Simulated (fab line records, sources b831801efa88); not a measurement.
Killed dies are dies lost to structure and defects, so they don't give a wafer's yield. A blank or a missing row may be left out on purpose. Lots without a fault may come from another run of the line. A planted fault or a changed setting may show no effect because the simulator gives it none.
A struck lot beside a sound one | flow gf180mcu | 14 steps out of a route of 602
Sound: wafers L106.1, L106.2, L106.4. Struck: wafers L995.2, L995.3, L995.5. The cause comes at the end.
At each step with rows: each side's tool, then ch and its chambers, then its first start. Under that, the readings that differ: sound wafers | struck wafers | difference of the means | sigmas: that difference in standard deviations of wafers without a fault.
alike: readings whose means differ by less than 2 such deviations, and words and numbers that are the same on both sides. not compared: withheld readings, readings that some wafer has no value for, bounds like >300 that may hide the same value, and numbers for which the record gives no deviation and whose values overlap.
The two part at a step that has a row with sigmas, a row that says differs or no value, or rows on one side only. Numbers that don't overlap but have no deviation are shown without sigmas and don't part them. A reading that every wafer of one side lacks parts them only if that side has two wafers or more.

first, 2 steps without rows for these wafers: GF_VT_IMPLANT_PEB_27; GF_VT_IMPLANT_DEVELOP_28 (develop time 60 s).
GF_VT_IMPLANT_OVL_MEAS_29:
  sound on overlay-02, day 12 06:31; struck on overlay-02, day 9 01:11
  alike: VT_IMPLANT_02_OVL
then, 1 step without rows for these wafers: GF_VT_IMPLANT_IMPLANT_30.
GF_VT_IMPLANT_STRIP_31: strips in O2/N2.
  sound on plasma_asher-04 ch 0,1, day 12 06:43; struck on plasma_asher-04 ch 0,1, day 9 01:22
  reading                      | sound             | struck            | difference | sigmas
  strip_time_to_endpoint_s (s) | 12.56 12.60 12.65 | 12.67 12.66 12.68 | +0.07      | +2
  alike: drypump_motor_current_A, heater_power_w, n2_flow_sccm, oes_product_au
  not compared: rf_hours_counter_h
GF_VT_IMPLANT_TW_MEAS_32:
  sound on film_metro-02, day 12 06:49; struck on film_metro-02, day 9 01:29
  alike: VT_IMPLANT_3_TW
then, 6 steps without rows for these wafers: GF_VT_IMPLANT_DEHYDRATE_33 (time 60 s); GF_VT_IMPLANT_HMDS_34 (prime time 60 s); GF_VT_IMPLANT_COAT_35 (resist thk 1000 nm); GF_VT_IMPLANT_SOFTBAKE_36 (time 60 s); GF_VT_IMPLANT_EXPOSE_37 (exposes mask Nwell HV AREA, target cd 860 nm); GF_VT_IMPLANT_PEB_38.
GF_VT_IMPLANT_DEVELOP_39: develop time 60 s.
  sound on litho_track-03 ch 0, day 13 01:58; struck on litho_track-01, day 9 18:10
  no value came back on the struck wafers for chill_plate_temp_C (C), develop_time_s (s); on the sound wafers chill_plate_temp_C (C) reads 22.92 22.84 22.89
GF_VT_IMPLANT_OVL_MEAS_40:
  sound on overlay-02, day 13 02:07; struck on overlay-01, day 9 18:17
  reading                | sound        | struck | difference                    | sigmas
  VT_IMPLANT_03_OVL (nm) | -1.4 0.1 1.5 | - - -  | no value on the struck wafers |

WHERE THEY PART
First at GF_VT_IMPLANT_STRIP_31; last, within this record, at GF_VT_IMPLANT_OVL_MEAS_40.

WHY: what the simulator had put in
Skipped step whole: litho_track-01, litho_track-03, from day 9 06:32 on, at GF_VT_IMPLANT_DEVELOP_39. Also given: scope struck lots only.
